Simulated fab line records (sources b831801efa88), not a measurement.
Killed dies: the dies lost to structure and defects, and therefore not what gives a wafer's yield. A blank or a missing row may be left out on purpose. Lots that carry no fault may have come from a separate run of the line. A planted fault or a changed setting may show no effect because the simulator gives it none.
Split-lot experiment ; flow gf180mcu ; 23 wafers read across 5 lots, on a route 602 steps long

== THE SPLIT ITSELF ==
At GF_NSD_COAT_02 (resist thk 1000 nm), the setting resistThkNm was moved away from the recipe's 1000 nm on 4 of the 23 wafers read, by -4.3% to +3.6%. All remaining wafers had this setting at the recipe value.

Reading taken at the split's own step.

== THE READING ==
NOVOLAK_of_NSD_COAT_02.thkNm (the simulator's own value, which no gauge read), in nm, at GF_NSD_COAT_02 (resist thk 1000 nm). The file gives no usual value for it. Here, 19 wafers ran the recipe; their average is 1002.4 nm with a standard deviation of 3.2 nm.

wafer;tool, chamber at the split;resistThkNm as run, nm;against the recipe;NOVOLAK_of_NSD_COAT_02.thkNm, nm;against lot-mates on the recipe
L075.1;lithoTrack-02, 0;1000;recipe;1006;-
L075.2;lithoTrack-02, 0;1000;recipe;1008;-
L075.3;lithoTrack-02, 0;1000;recipe;1004;-
L075.5;lithoTrack-02, 0;1000;recipe;1007;-
L075.6;lithoTrack-02, 0;1000;recipe;1005;-
L077.1;lithoTrack-03, 0;1000;recipe;996.8;-
L077.2;lithoTrack-03, 0;1000;recipe;997.7;-
L077.5;lithoTrack-03, 0;1000;recipe;996.7;-
L082.1;lithoTrack-02, 0;1000;recipe;1005;-
L082.2;lithoTrack-02, 0;957.1;-4.3%;960.2;-43.1
L082.4;lithoTrack-02, 0;957.1;-4.3%;961;-42.3
L082.5;lithoTrack-02, 0;1000;recipe;1003;-
L082.6;lithoTrack-02, 0;1000;recipe;1002;-
L083.1;lithoTrack-02, 0;1000;recipe;1003;-
L083.3;lithoTrack-02, 0;1000;recipe;1003;-
L083.2;lithoTrack-02, 0;1000;recipe;997.3;-
L083.5;lithoTrack-02, 0;1000;recipe;1002;-
L083.6;lithoTrack-02, 0;1000;recipe;1002;-
L084.1;lithoTrack-02, 0;1000;recipe;1002;-
L084.3;lithoTrack-02, 0;1000;recipe;1003;-
L084.5;lithoTrack-02, 0;1000;recipe;1003;-
L084.4;lithoTrack-02, 0;1036;+3.6%;1037;+34.3
L084.6;lithoTrack-02, 0;1036;+3.6%;1039;+36.3

FIT RESULTS
A straight line over all 23 wafers: NOVOLAK_of_NSD_COAT_02.thkNm changes by +9.81 nm for each +1% of resistThkNm; r = +0.98; the points scatter about the line by 3.1 nm.
The same after taking each lot's own level away (the mean of its wafers on the recipe; 23 wafers): +9.9 nm for each +1%; r = +1.00; scatter 1.4 nm.
That fit puts the effect of the largest move of resistThkNm on the reading at 42 nm.
From 997.07 to 1006.00 nm: that is the span of the lots' own levels, equal to 2.8 times the standard deviation above.
The two slopes agree, so the slope changes little with the lot-to-lot level.
Check: with one of the wafers moved furthest among these (-4.3%) left out of the fit, the line predicts -42.2 nm for it against its lot-mates. Against them it came out at -43.1 nm.

== FURTHER SPLITS ON THESE WAFERS ==
These wafers also went through other splits before the reading. Each is held against what the fit with the lots' levels taken away leaves over:
other split on the same wafers;wafers away from the commonest value;r with NOVOLAK_of_NSD_COAT_02.thkNm (lot level and that fit taken away)
GF_HV_LDD_IMPLANT_09 doseCm2;5;-0.32
GF_HV_LDD_DEVELOP_18 developTimeS;7;+0.28
GF_HV_LDD_IMPLANT_21 energyKev;4;-0.08
GF_HV_LDD_SOFTBAKE_27 timeS;7;+0.29

== THE WHOLE CHAIN: every reading that the file lists as answering this split, in the file's order ==
step;what it does;reading;change (the file's fit);r (the file's)
GF_NSD_COAT_02;resist thk 1000 nm;NOVOLAK_of_NSD_COAT_02.thkNm (the simulator's own value, which no gauge read);+9.91 nm for each +1% of the setting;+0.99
GF_NSD_STRIP_11;strips in O2/N2;stripTimeToEndpointS;withheld for each +1% of the setting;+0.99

== FILE'S OWN FIT ==
NOVOLAK_of_NSD_COAT_02.thkNm changes by +9.91 nm for each +1% of resistThkNm, r = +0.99.
